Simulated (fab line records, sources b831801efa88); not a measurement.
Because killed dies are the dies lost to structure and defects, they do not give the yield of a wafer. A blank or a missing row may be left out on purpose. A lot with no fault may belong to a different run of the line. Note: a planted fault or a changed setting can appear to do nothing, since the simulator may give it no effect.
fab line records	flow sky130
record: lots: 13	wafers: 39	lastDay: 50
route steps=708 shown DNWELL@43 VT_ADJUST_LVTN@116 VT_ADJUST_NCORE@127 SONOS_ONO@171 PAD_OPEN@708
lots with no fault: from the same line, run without faults
startH: the number of hours between the record's first day and the start of the first shown wafer of the lot	waitH: hours elapsed since this lot's preceding step	" unchanged from the row above	L1.1+2: several wafers, shown together as one row	- no value present, or no start provided	* or withheld: withheld	< > ~ a bound
route shown NAME@n: a module of which the file shows steps, and the number in the route of the first	usual: average and standard deviation across the fault-free wafers	same: alike in all rows	chamber/n: place in a boat	sites: each site's reading	_std_site: standard deviation across them	_edge_site: inner sites' mean taken away from outer sites' mean	radiusMm: for every site, how far away it sits from the centre of the wafer	mask NAME#n: copy n	behind: the tool/chamber that last shaped the wafer	hold: why the lot went on hold/how many hours it stayed there/how the hold came to an end	device: whichever transistor did not switch (one of n, p or np)	end of line: tests run on the same wafers once the route is complete	step lacking rows: just its recipe	killed: not the wafer's yield, but the dies lost to structure and defects at the first sort	map: dies across one wafer; x = killed, . = not, _ = none there
set.NAME: the setting as run; set.NAME@STEP: as run at that earlier step	model.NAME: the simulator's own value behind a step, which no gauge read
one table for each step of the route and one row for each wafer, over a sample of lots
services: when a tool's chamber went out of use (startH, in hours from the record's first day, below 0 if earlier), for how many hours, and the reason
== steps ==
step: SKY_DNWELL_STRIP_08
recipe: chemistry: O2/N2	powerW: 1400	pressureMtorr: 1500	platenTempC: withheld	o2FlowSccm: 3000	n2FlowSccm: 300	overashFraction: 0.5
usual: drypumpMotorCurrentA: 5.2/0.42	oesProductAu: 0.722/0.0041	stripTimeToEndpointS: 36.93/0.11
lot.wafer	tool	chamber	startH	waitH	drypumpMotorCurrentA	oesProductAu	rfHoursCounterH	stripTimeToEndpointS
L611.1	plasmaAsher-01	1	61.53	0.1	5.1	0.727	40	36.99
L611.3	"	0	"	"	4.9	0.722	-	36.96
L611.6	"	0	"	"	4.9	0.717	-	37.12
L613.3	plasmaAsher-04	1	73.71	0.1	4.7	0.718	-	36.94
L613.4	"	0	"	"	5.9	0.720	-	37.02
L613.5	"	1	"	"	4.7	0.721	-	36.88
L614.1	plasmaAsher-04	0	80.12	0.1	6.0	0.718	40	36.95
L614.2	"	1	"	"	4.7	0.720	40	36.85
L614.4	"	1	"	"	4.7	0.720	-	36.90
L615.1	plasmaAsher-04	1	85.38	0.1	4.7	0.724	41	37.17
L615.3	"	1	"	"	4.7	0.724	-	37.00
L615.4	"	0	"	"	5.9	0.725	-	36.91
L616.1	plasmaAsher-04	1	90.32	0.1	4.7	0.724	42	37.07
L616.4	"	0	"	"	5.9	0.722	-	36.97
L616.6	"	1	"	"	4.7	0.727	-	36.91
L617.2	plasmaAsher-03	0	95.59	0.1	5.5	0.723	29	37.10
L617.3	"	0	"	"	5.5	0.726	-	36.98
L617.5	"	1	"	"	5.4	0.719	-	36.95
L621.1	plasmaAsher-01	1	119.04	0.1	5.1	0.720	44	36.88
L621.2	"	0	"	"	4.9	0.721	44	36.98
L621.4	"	1	"	"	5.1	0.721	-	37.01
L625.1	plasmaAsher-04	1	139.97	0.1	4.7	0.714	2	36.85
L625.2	"	0	"	"	5.9	0.720	2	36.67
L625.5	"	0	"	"	5.9	0.717	-	36.84
L626.1	plasmaAsher-01	1	146.49	0.1	5.1	0.725	47	37.00
L626.3	"	1	"	"	5.1	0.725	-	36.79
L626.5	"	1	"	"	5.1	0.727	-	37.09
L627.1	plasmaAsher-03	0	149.42	0.1	5.5	0.720	34	36.99
L627.2	"	1	"	"	5.4	0.723	34	36.96
L627.5	"	1	"	"	5.3	0.720	-	37.08
L628.2	plasmaAsher-01	0	152.48	0.1	4.9	0.717	48	36.98
L628.3	"	1	"	"	5.2	0.724	-	36.90
L628.6	"	1	"	"	5.1	0.724	-	36.95
L630.2	plasmaAsher-04	0	171.53	0.1	5.9	0.726	6	36.77
L630.3	"	0	"	"	5.9	0.728	-	36.89
L630.6	"	0	"	"	5.9	0.721	-	36.74
L631.1	plasmaAsher-01	1	175.84	0.1	5.1	0.722	50	36.89
L631.3	"	0	"	"	4.9	0.721	-	36.77
L631.6	"	0	"	"	4.9	0.719	-	36.76
step: SKY_VT_ADJUST_LVTN_IMPLANT_19
recipe: species: B	energyKev: 30	doseCm2: 6.5e+11	tiltDeg: withheld
lot.wafer	tool	chamber	startH	waitH
L611.1+3+6	implanter-02	0	175.01	0.0
L613.3+4+5	implanter-02	0	189.02	0.1
L614.1+2+4	implanter-01	0	198.46	0.0
L615.1+3+4	implanter-01	0	203.91	0.0
L616.1+4+6	implanter-02	0	209.71	0.0
L617.2+3+5	implanter-04	0	216.95	0.0
L621.1+2+4	implanter-02	0	243.96	0.0
L625.1+2+5	implanter-04	0	271.67	0.0
L625.1+2+5	implanter-04	0	271.99	0.3
L626.1+3+5	implanter-01	0	279.26	0.0
L626.1+3+5	implanter-01	0	279.58	0.3
L627.1+2+5	implanter-01	0	281.46	0.0
L628.2+3+6	implanter-04	0	287.54	0.0
L630.2+3+6	implanter-04	0	310.08	0.0
L631.1+3+6	implanter-04	0	316.56	0.0
step: SKY_VT_ADJUST_LVTN_TW_MEAS_21
usual: VT_ADJUST_LVTN_2_TW: 187.5/0.89
lot.wafer	tool	chamber	startH	waitH	VT_ADJUST_LVTN_2_TW
L611.1	filmMetro-04	-	175.26	0.1	188.1
L611.3	"	-	"	"	187.4
L611.6	"	-	"	"	187.7
L613.3	filmMetro-02	-	189.24	0.1	188.9
L613.4	"	-	"	"	188.3
L613.5	"	-	"	"	188.1
L614.1	filmMetro-02	-	198.71	0.1	186.4
L614.2	"	-	"	"	188.6
L614.4	"	-	"	"	188.3
L615.1	filmMetro-04	-	204.16	0.1	188.3
L615.3	"	-	"	"	187.7
L615.4	"	-	"	"	188.4
L616.1	filmMetro-01	-	209.96	0.1	186.1
L616.4	"	-	"	"	186.9
L616.6	"	-	"	"	186.5
L617.2	filmMetro-01	-	217.18	0.1	188.0
L617.3	"	-	"	"	187.1
L617.5	"	-	"	"	185.4
L621.1	filmMetro-02	-	244.21	0.1	187.7
L621.2	"	-	"	"	187.3
L621.4	"	-	"	"	188.1
L625.1	filmMetro-04	-	272.24	0.1	228.6
L625.2	"	-	"	"	229.9
L625.5	"	-	"	"	228.6
L626.1	filmMetro-02	-	279.89	0.1	228.1
L626.3	"	-	"	"	229.2
L626.5	"	-	"	"	228.1
L627.1	filmMetro-04	-	281.71	0.1	189.1
L627.2	"	-	"	"	187.7
L627.5	"	-	"	"	188.4
L628.2	filmMetro-01	-	287.77	0.1	187.3
L628.3	"	-	"	"	187.0
L628.6	"	-	"	"	187.4
L630.2	filmMetro-02	-	310.32	0.1	187.7
L630.3	"	-	"	"	189.2
L630.6	"	-	"	"	188.2
L631.1	filmMetro-04	-	316.81	0.1	186.8
L631.3	"	-	"	"	186.3
L631.6	"	-	"	"	187.3
step: SKY_VT_ADJUST_NCORE_OVL_MEAS_08
usual: VT_ADJUST_NCORE_OVL: 1.0/1.4
lot.wafer	tool	chamber	startH	waitH	VT_ADJUST_NCORE_OVL[nm]
L611.1	overlay-01	-	195.85	0.1	2.7
L611.3	"	-	"	"	2.4
L611.6	"	-	"	"	1.5
L613.3	overlay-01	-	211.07	0.1	0.1
L613.4	"	-	"	"	0.3
L613.5	"	-	"	"	-1.3
L614.1	overlay-02	-	221.10	0.1	-1.2
L614.2	"	-	"	"	1.2
L614.4	"	-	"	"	-0.3
L615.1	overlay-01	-	226.63	0.1	1.4
L615.3	"	-	"	"	0.9
L615.4	"	-	"	"	1.8
L616.1	overlay-02	-	233.03	0.1	1.8
L616.4	"	-	"	"	1.4
L616.6	"	-	"	"	1.8
L617.2	overlay-02	-	239.36	0.1	1.1
L617.3	"	-	"	"	2.5
L617.5	"	-	"	"	1.8
L621.1	overlay-01	-	267.26	0.1	1.0
L621.2	"	-	"	"	1.2
L621.4	"	-	"	"	0.5
L625.1	overlay-01	-	296.13	0.1	1.6
L625.2	"	-	"	"	0.0
L625.5	"	-	"	"	1.0
L626.1	overlay-01	-	303.40	0.1	0.8
L626.3	"	-	"	"	0.6
L626.5	"	-	"	"	2.3
L627.1	overlay-02	-	304.98	0.1	3.0
L627.2	"	-	"	"	4.7
L627.5	"	-	"	"	1.8
L628.2	overlay-01	-	312.53	0.1	0.4
L628.3	"	-	"	"	0.9
L628.6	"	-	"	"	0.6
L630.2	overlay-01	-	337.21	0.1	-0.5
L630.3	"	-	"	"	-1.3
L630.6	"	-	"	"	0.0
L631.1	overlay-01	-	342.25	0.1	1.9
L631.3	"	-	"	"	0.5
L631.6	"	-	"	"	-0.1
step: SKY_SONOS_ONO_THK_MEAS_03
recipe: reads: Si3N4_of_SONOS_ONO_CVD_02
usual: SONOS_ONO_CVD_02_THK: 10.53/0.14
lot.wafer	tool	chamber	startH	waitH	SONOS_ONO_CVD_02_THK[nm]
L611.1	filmMetro-03	-	269.81	0.0	10.76
L611.3	"	-	"	"	10.77
L611.6	"	-	"	"	10.95
L614.1	filmMetro-01	-	297.59	0.0	10.51
L614.2	"	-	"	"	10.65
L614.4	"	-	"	"	10.71
L613.3	filmMetro-03	-	297.61	0.0	10.59
L613.4	"	-	"	"	10.34
L613.5	"	-	"	"	10.54
L615.1	filmMetro-03	-	304.78	0.0	10.72
L615.3	"	-	"	"	10.73
L615.4	"	-	"	"	10.68
L616.1	filmMetro-02	-	310.05	0.0	10.51
L616.4	"	-	"	"	10.37
L616.6	"	-	"	"	10.42
L617.2	filmMetro-03	-	318.16	0.0	10.58
L617.3	"	-	"	"	10.54
L617.5	"	-	"	"	10.36
L621.1	filmMetro-01	-	349.53	0.0	10.61
L621.2	"	-	"	"	10.61
L621.4	"	-	"	"	10.50
L625.1	filmMetro-03	-	380.26	0.0	10.58
L625.2	"	-	"	"	10.70
L625.5	"	-	"	"	10.52
L626.1	filmMetro-03	-	392.02	0.0	10.60
L626.3	"	-	"	"	10.57
L626.5	"	-	"	"	10.67
L627.1	filmMetro-01	-	392.02	0.0	10.63
L627.2	"	-	"	"	10.58
L627.5	"	-	"	"	10.78
L628.2	filmMetro-03	-	400.99	0.0	10.53
L628.3	"	-	"	"	10.55
L628.6	"	-	"	"	10.52
L630.2	filmMetro-03	-	431.62	0.0	10.60
L630.3	"	-	"	"	10.65
L630.6	"	-	"	"	10.62
L631.1	filmMetro-03	-	437.65	0.0	10.50
L631.3	"	-	"	"	10.56
L631.6	"	-	"	"	10.66
step: SKY_PAD_OPEN_PROBE_99
usual: killed_at_M0_to_M3: 43/7.1	killed_at_M4_up: 3.1/1.7	killedAtContacts: 23/5.1	killedAtFrontEnd: 14/4.4	killedAtOther: 0.3/0.47	killedDies: 84/9.9	killedOpen: 45/6.6	killedShort: 38/6.8
same: grossDies: 492	killedAtBackSide: 0
lot.wafer	tool	chamber	startH	waitH	killed_at_M0_to_M3	killed_at_M4_up	killedAtContacts	killedAtFrontEnd	killedAtOther	killedDies	killedOpen	killedShort
L625.1	prober-01	-	1167.91	0.1	48	3	21	20	0	92	43	49
L625.2	prober-01	-	1167.96	0.1	52	1	33	12	0	98	52	46
L625.5	prober-01	-	1168.11	0.2	52	8	20	13	1	94	50	44
L627.1	prober-02	-	1175.85	0.1	39	3	22	18	0	82	43	39
L627.2	prober-02	-	1175.90	0.1	42	2	21	14	1	80	47	33
L627.5	prober-02	-	1176.05	0.2	40	1	24	15	0	80	55	25
killed by level:class
L625.1 METAL1:geometricParticle:short=10 VIA1:geometricParticle:open=10 FIELD_ISO:geometricParticle:short=8 VIA2:geometricParticle:open=7 VIA1:geometricParticle:short=6 CONTACT:geometricParticle:short=5 CONTACT:geometricParticle:open=5 LOCAL_INTERCONNECT:geometricParticle:short=4
L625.2 CONTACT:geometricParticle:open=13 VIA1:geometricParticle:open=9 METAL1:geometricParticle:short=9 METAL2:geometricParticle:short=8 LI_CONTACT:geometricParticle:open=7 VIA3:geometricParticle:open=7 POLY_GATE:geometricParticle:open=6 LOCAL_INTERCONNECT:geometricParticle:short=5
L625.5 CONTACT:geometricParticle:open=11 VIA3:geometricParticle:open=11 METAL2:geometricParticle:short=7 METAL1:geometricParticle:short=6 VIA3:geometricParticle:short=6 VIA1:geometricParticle:open=5 FIELD_ISO:geometricParticle:open=4 POLY_GATE:geometricParticle:short=4
L627.1 VIA1:geometricParticle:open=11 CONTACT:geometricParticle:open=7 LOCAL_INTERCONNECT:geometricParticle:short=6 FIELD_ISO:geometricParticle:short=5 POLY_GATE:geometricParticle:short=4 LI_CONTACT:geometricParticle:open=4 CONTACT:geometricParticle:short=4 VIA1:geometricParticle:short=4
L627.2 VIA1:geometricParticle:open=9 VIA3:geometricParticle:open=8 LI_CONTACT:geometricParticle:open=7 POLY_GATE:geometricParticle:open=5 CONTACT:geometricParticle:open=5 METAL2:geometricParticle:short=4 SPACER:geometricParticle:short=4 METAL1:geometricParticle:short=4
L627.5 VIA1:geometricParticle:open=14 CONTACT:geometricParticle:open=11 VIA2:geometricParticle:open=10 FIELD_ISO:geometricParticle:open=5 LI_CONTACT:geometricParticle:open=5 LOCAL_INTERCONNECT:geometricParticle:short=4 FIELD_ISO:geometricParticle:short=3 VIA3:geometricParticle:short=3
== services ==
tool	chamber	startH	hours	kind
plasmaAsher-04	-	40.07	2.8	pm
implanter-01	-	64.90	1.7	repair
implanter-02	-	67.74	2.8	repair
plasmaAsher-01	-	74.16	14.6	pm
implanter-02	-	76.12	6.5	repair
plasmaAsher-04	-	108.75	9.0	pm
plasmaAsher-04	0	108.75	9.0	ventCycle
plasmaAsher-04	1	108.75	9.0	ventCycle
plasmaAsher-04	0	117.75	-	clean
plasmaAsher-04	1	117.75	-	clean
plasmaAsher-01	-	166.14	3.9	repair
implanter-01	-	207.55	9.7	pm
implanter-01	-	217.20	2.9	pm
implanter-01	-	237.98	3.6	pm
plasmaAsher-01	-	253.97	2.3	repair
implanter-01	-	264.19	2.8	repair
implanter-02	-	278.21	3.9	pm
implanter-02	-	304.20	1.7	repair
== key ==
firstSign: step: SKY_VT_ADJUST_LVTN_IMPLANT_19	reading: visit	direction: added
effect: step: SKY_VT_ADJUST_LVTN_TW_MEAS_21	reading: VT_ADJUST_LVTN_2_TW	direction: up	sigmas: 46	usual: 187.5	struck: 228.8
metAt SKY_VT_ADJUST_LVTN_IMPLANT_19
struckLots L625,L626
testerLeftOut L625,L626
notActingAt SKY_DNWELL_STRIP_08,SKY_VT_ADJUST_NCORE_OVL_MEAS_08,SKY_SONOS_ONO_THK_MEAS_03
fault: kind: repeatedStepWhole	tool: implanter-01,implanter-02,implanter-04	chamber: -	onsetH: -	steps: SKY_VT_ADJUST_LVTN_IMPLANT_19	times: 1	scope: struckLotsOnly
testerLeftOut: of these lots the tester's yield and bins aren't shown, on N5 and GAA mostly nor the transistor test; their killed dies are dies lost to structure and defects alone, not to doping, threshold or leakage, so they don't give the yield
